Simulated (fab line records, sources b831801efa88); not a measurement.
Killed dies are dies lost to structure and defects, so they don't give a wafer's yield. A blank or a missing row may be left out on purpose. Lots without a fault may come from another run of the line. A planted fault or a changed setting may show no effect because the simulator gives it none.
Which tool did it? | flow gf180mcu | 11 lots, 31 wafers sampled, at 6 steps of a route of 602

WHAT THE GAUGES READ, wafer by wafer
GF_V4_THK_MEAS_25: measures by xrf. Usual: V4_W_THK 345 nm, standard deviation 6.6.
lot  | measured     | on            | V4_W_THK (nm) | flag
L492 | day 24 10:07 | film_metro-02 | 336 349 343   |
L493 | day 24 13:37 | film_metro-02 | 332 334 335   |
L496 | day 25 19:35 | film_metro-04 | 344 349 339   |
L500 | day 27 05:04 | film_metro-04 | 344 347 351   |
L502 | day 27 19:15 | film_metro-04 | 343 345 340   |
L503 | day 28 04:06 | film_metro-02 | 358 344 355   |
L504 | day 28 09:18 | film_metro-01 | 342 335 334   |
L506 | day 28 21:34 | film_metro-01 | 354 355       |
L508 | day 29 08:53 | film_metro-04 | 353 348       |
L513 | day 31 03:16 | film_metro-04 | 351 352 350   |
L514 | day 31 06:10 | film_metro-02 | 339 340 343   |

GF_V5_RS_MEAS_24: measures by four-point-probe. Usual: V5_W_RS 0.326 ohm/sq, standard deviation 0.0033.
lot  | measured     | on            | V5_W_RS (ohm/sq)        | flag
L492 | day 27 03:20 | film_metro-02 | 0.328 0.321 0.322       |
L493 | day 27 07:17 | film_metro-02 | 0.325 0.324 0.325       |
L496 | day 28 11:25 | film_metro-04 | 0.329 0.336 0.326       |
L500 | day 29 18:51 | film_metro-04 | 0.330 0.324 0.326       |
L502 | day 30 08:25 | film_metro-02 | 0.328 0.326 0.326       |
L503 | day 30 15:38 | film_metro-02 | 0.328 0.328 0.326       |
L504 | day 30 20:25 | film_metro-02 | 0.322 0.331 0.329       |
L506 | day 31 08:10 | film_metro-02 | 0.541 0.527 0.541 0.527 | OFF
L508 | day 31 18:10 | film_metro-02 | 0.541 0.539 0.541 0.540 | OFF
L513 | day 33 08:26 | film_metro-02 | 0.324 0.322 0.324       |
L514 | day 33 11:24 | film_metro-03 | 0.328 0.326 0.326       |

GF_V5_THK_MEAS_25: measures by xrf. Usual: V5_W_THK 343 nm, standard deviation 4.9.
lot  | measured     | on            | V5_W_THK (nm)   | flag
L492 | day 27 03:27 | film_metro-02 | 337 346 344     |
L493 | day 27 07:24 | film_metro-02 | 340 342 342     |
L496 | day 28 11:32 | film_metro-04 | 336 328 340     |
L500 | day 29 18:57 | film_metro-04 | 342 347 344     |
L502 | day 30 08:32 | film_metro-02 | 341 343 344     |
L503 | day 30 15:44 | film_metro-02 | 341 340 342     |
L504 | day 30 20:32 | film_metro-02 | 349 339 341     |
L506 | day 31 10:16 | film_metro-02 | 209 215 209 215 | OFF
L508 | day 32 00:56 | film_metro-02 | 212 212 211 212 | OFF
L513 | day 33 08:31 | film_metro-02 | 344 344 344     |
L514 | day 33 11:31 | film_metro-03 | 337 339 338     |

WHICH TOOL RAN EACH LOT (tool, then ch and the chambers of the sampled wafers, then the start)
lot  | GF_MIM_SPUTTER_01            | GF_MIM_STRIP_20                      | GF_V5_CVD_23
L492 | pvd_sputter-02, day 24 10:34 | plasma_asher-01 ch 0,1, day 25 07:35 | cvd_w-02 ch 0,1, day 27 03:13
L493 | pvd_sputter-03, day 24 14:05 | plasma_asher-01 ch 0,1, day 25 11:29 | cvd_w-01 ch 0, day 27 07:10
L496 | pvd_sputter-03, day 25 20:03 | plasma_asher-01 ch 0,1, day 26 16:55 | cvd_w-02 ch 0,1, day 28 11:18
L500 | pvd_sputter-02, day 27 05:30 | plasma_asher-01 ch 0,1, day 28 01:41 | cvd_w-02 ch 0,1, day 29 18:44
L502 | pvd_sputter-03, day 27 19:43 | plasma_asher-03 ch 0,1, day 28 14:47 | cvd_w-02 ch 0,1, day 30 08:18
L503 | pvd_sputter-02, day 28 04:33 | plasma_asher-01 ch 0,1, day 28 23:41 | cvd_w-01 ch 0,1, day 30 15:30
L504 | pvd_sputter-03, day 28 09:45 | plasma_asher-04 ch 0, day 29 04:53   | cvd_w-01 ch 0,1, day 30 20:17
L506 | pvd_sputter-02, day 28 22:12 | plasma_asher-01 ch 0,1, day 29 16:37 | cvd_w-02 ch 0,1, day 31 08:04
L508 | pvd_sputter-03, day 29 09:20 | plasma_asher-04 ch 0, day 30 04:08   | cvd_w-02 ch 0,1, day 31 18:04
L513 | pvd_sputter-03, day 31 03:41 | plasma_asher-04 ch 0,1, day 31 21:02 | cvd_w-01 ch 0,1, day 33 08:18
L514 | pvd_sputter-01, day 31 06:37 | plasma_asher-03 ch 0,1, day 32 00:35 | cvd_w-01 ch 0,1, day 33 11:17
- GF_MIM_SPUTTER_01: material TiN, target thk 30 nm, time 25 s.
- GF_MIM_STRIP_20: strips in O2/N2.
- GF_V5_CVD_23: deposits W, target thk 350 nm, time 104.9 s.

WHAT THE TOOLS THEMSELVES READ (means of the sampled wafers that have a number; where no wafer has one, the mark that the record gives instead)
GF_MIM_SPUTTER_01. Usual: throttle_valve_pct 29.6 %, standard deviation 1.2.
lot  | tool           | throttle_valve_pct (%) | flag
L492 | pvd_sputter-02 | 29.8                   |
L493 | pvd_sputter-03 | 30.5                   |
L496 | pvd_sputter-03 | 29.4                   |
L500 | pvd_sputter-02 | 29.6                   |
L502 | pvd_sputter-03 | 29.8                   |
L503 | pvd_sputter-02 | 30.1                   |
L504 | pvd_sputter-03 | 30.4                   |
L506 | pvd_sputter-02 | 31.4                   |
L508 | pvd_sputter-03 | 29.5                   |
L513 | pvd_sputter-03 | 30.1                   |
L514 | pvd_sputter-01 | 28.3                   |

GF_MIM_STRIP_20. Usual: drypump_motor_current_A 5.62 A, standard deviation 0.24; heater_power_w 355 W, standard deviation 24; oes_product_au 0.690 a.u., standard deviation 0.0049; strip_time_to_endpoint_s 11.20 s, standard deviation 0.044.
lot  | tool            | drypump_motor_current_A (A) | heater_power_w (W) | oes_product_au (a.u.) | strip_time_to_endpoint_s (s) | flag
L492 | plasma_asher-01 | 5.65                        | 374                | 0.695                 | 11.22                        |
L493 | plasma_asher-01 | 5.63                        | 381                | 0.688                 | 11.14                        |
L496 | plasma_asher-01 | 5.76                        | 380                | 0.689                 | 11.18                        |
L500 | plasma_asher-01 | 5.65                        | 373                | 0.687                 | 11.15                        |
L502 | plasma_asher-03 | 5.65                        | 338                | 0.696                 | 11.26                        |
L503 | plasma_asher-01 | 5.63                        | 372                | 0.689                 | 11.28                        |
L504 | plasma_asher-04 | 5.34                        | 322                | 0.692                 | 11.20                        |
L506 | plasma_asher-01 | 5.71                        | 384                | 0.685                 | 11.19                        |
L508 | plasma_asher-04 | 5.34                        | 330                | 0.685                 | 11.15                        |
L513 | plasma_asher-04 | 5.61                        | 334                | 0.686                 | 11.14                        |
L514 | plasma_asher-03 | 5.47                        | 334                | 0.687                 | 11.19                        |

GF_V5_CVD_23. Usual: heater_power_outer_w 545 W, standard deviation 60; heater_power_w 913 W, standard deviation 110.
lot  | tool     | heater_power_outer_w (W) | heater_power_w (W) | flag
L492 | cvd_w-02 | 531                      | 906                |
L493 | cvd_w-01 | 502                      | 875                |
L496 | cvd_w-02 | 529                      | 918                |
L500 | cvd_w-02 | 504                      | 825                |
L502 | cvd_w-02 | 503                      | 828                |
L503 | cvd_w-01 | 591                      | 985                |
L504 | cvd_w-01 | 587                      | 977                |
L506 | cvd_w-02 | 512                      | 854                |
L508 | cvd_w-02 | 504                      | 858                |
L513 | cvd_w-01 | 543                      | 946                |
L514 | cvd_w-01 | 594                      | 990                |

THE ANSWER, worked out from the rows above alone
Rule: a lot is off if the mean of its wafers that have a number lies more than 3 standard deviations from the usual mean. A lot without any number at a reading at which 4 lots or more have one is off too. The other lots that the step has rows for count as sound. The gauges are gone through in route order, then the tools' own readings, and for those a lot's mean is taken as printed above. The first step at which some lot is off is used, and at that step the reading that is off furthest; a lot without a number counts as furthest.
Off: L506, L508, at GF_V5_RS_MEAS_24 (V5_W_RS).
A tool fits if, at a process step before that reading, it ran every lot that is off, and no sound lot after the first of them. The gauges at GF_V5_RS_MEAS_24 are tried like those tools. One fits: cvd_w-02 at GF_V5_CVD_23. Its last sound lot is L502 (day 30 08:18), its first lot that is off L506 (day 31 08:04): a fault that began between those two fits.

WHAT THE SIMULATOR HAD PUT IN
Process parameter drift: cvd_w-02, from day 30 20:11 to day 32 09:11, at GF_V5_CVD_23. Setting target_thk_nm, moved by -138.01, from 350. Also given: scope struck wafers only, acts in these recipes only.
Lots struck among those shown: L506, L508. The rule above found the same.
